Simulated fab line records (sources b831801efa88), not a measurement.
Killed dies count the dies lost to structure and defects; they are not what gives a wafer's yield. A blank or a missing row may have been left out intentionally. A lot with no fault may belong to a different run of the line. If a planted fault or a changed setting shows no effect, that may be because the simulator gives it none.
A struck lot beside a sound one + flow sky130 + 19 out of 708 route steps
Sound: wafers L730.1, L730.3, L730.5. Wafers struck: L720.1, L720.3, L720.6. The cause comes at the end.
Each step with rows lists, per side, the tool, then ch with its chambers, then its first start. Under that, the readings that differ: sound wafers + struck wafers + difference of the means + sigmas: that difference in standard deviations of wafers without a fault.
alike: readings with means less than 2 such deviations apart, plus words and numbers identical on both sides. not compared: withheld readings, readings lacking a value on some wafer, bounds such as >300 that could conceal the same value, and numbers that have no deviation in the record and whose values overlap.
The two part at a step that has a row with sigmas, a row that says differs or no value, or rows on one side only. Non-overlapping numbers with no deviation appear without sigmas and do not part them. A reading missing from all wafers of one side parts the sides only when that side holds two or more wafers.

first, 3 steps without rows for these wafers: SKY_SD_P_EXPOSE_04 (exposes mask PSDM, target cd 380 nm); SKY_SD_P_PEB_05; SKY_SD_P_DEVELOP_06 (develop time 60 s).
SKY_SD_P_CD_MEAS_07: target cd 380 nm.
  sound on cdSem-01 at day 36 10:08; struck on cdSem-01 at day 26 03:13
  alike: cdNm
SKY_SD_P_OVL_MEAS_08:
  sound on overlay-02 at day 36 10:16; struck on overlay-01 at day 26 03:20
  alike: SD_P_OVL
then, 1 step without rows for these wafers: SKY_SD_P_IMPLANT_09.
SKY_SD_P_STRIP_10: strips in O2/N2.
  sound on plasmaAsher-02 ch 0,1, day 36 10:26; struck on plasmaAsher-02 ch 0,1, day 26 03:31
  alike: drypumpMotorCurrentA, oesProductAu, stripTimeToEndpointS
  not compared: rfHoursCounterH
SKY_SD_P_TW_MEAS_11:
  sound on filmMetro-02 at day 36 10:32; struck on filmMetro-02 at day 26 03:37
  alike: SD_P_TW
then, 4 steps without rows for these wafers: SKY_RES_XHIGH_DEHYDRATE_00 (time 60 s); SKY_RES_XHIGH_HMDS_01 (prime time 60 s); SKY_RES_XHIGH_COAT_02 (resist thk 1140 nm); SKY_RES_XHIGH_SOFTBAKE_03 (time 60 s).
SKY_RES_XHIGH_EXPOSE_04: exposes mask URPM, target cd 1270 nm.
  sound on ilineStepper-02 ch 0, day 37 00:04; struck on ilineStepper-02, day 26 18:38
  no value came back on the struck wafers for exposureDoseMJCm2, focusOffsetNm (nm), reticleTempC (C); on the sound wafers exposureDoseMJCm2 reads 139.84 139.85 139.86
  alike: mask
then, 3 steps without rows for these wafers: SKY_RES_XHIGH_PEB_05; SKY_RES_XHIGH_DEVELOP_06 (develop time 60 s); SKY_RES_XHIGH_IMPLANT_07.
SKY_RES_XHIGH_STRIP_08: strips in O2/N2.
  sound on plasmaAsher-03 ch 0,1, day 37 12:55; struck on plasmaAsher-03 ch 0,1, day 27 08:46
  alike: drypumpMotorCurrentA, oesProductAu, stripTimeToEndpointS
  not compared: rfHoursCounterH
SKY_RES_XHIGH_TW_MEAS_09:
  sound on filmMetro-04 at day 37 13:01; struck on filmMetro-01 at day 27 08:52
| reading      | sound          | struck   | difference | sigmas      |
|--------------|----------------|----------|------------|-------------|
| RES_XHIGH_TW | 1620 1618 1616 | 30 30 30 | -1588      | -99 or more |
then, 1 step without rows for these wafers: SKY_SD_N_DEHYDRATE_00 (time 60 s).

WHERE THEY PART
At SKY_RES_XHIGH_EXPOSE_04 first; at SKY_RES_XHIGH_TW_MEAS_09 last (within this record only).

WHY: what had been put in by the simulator
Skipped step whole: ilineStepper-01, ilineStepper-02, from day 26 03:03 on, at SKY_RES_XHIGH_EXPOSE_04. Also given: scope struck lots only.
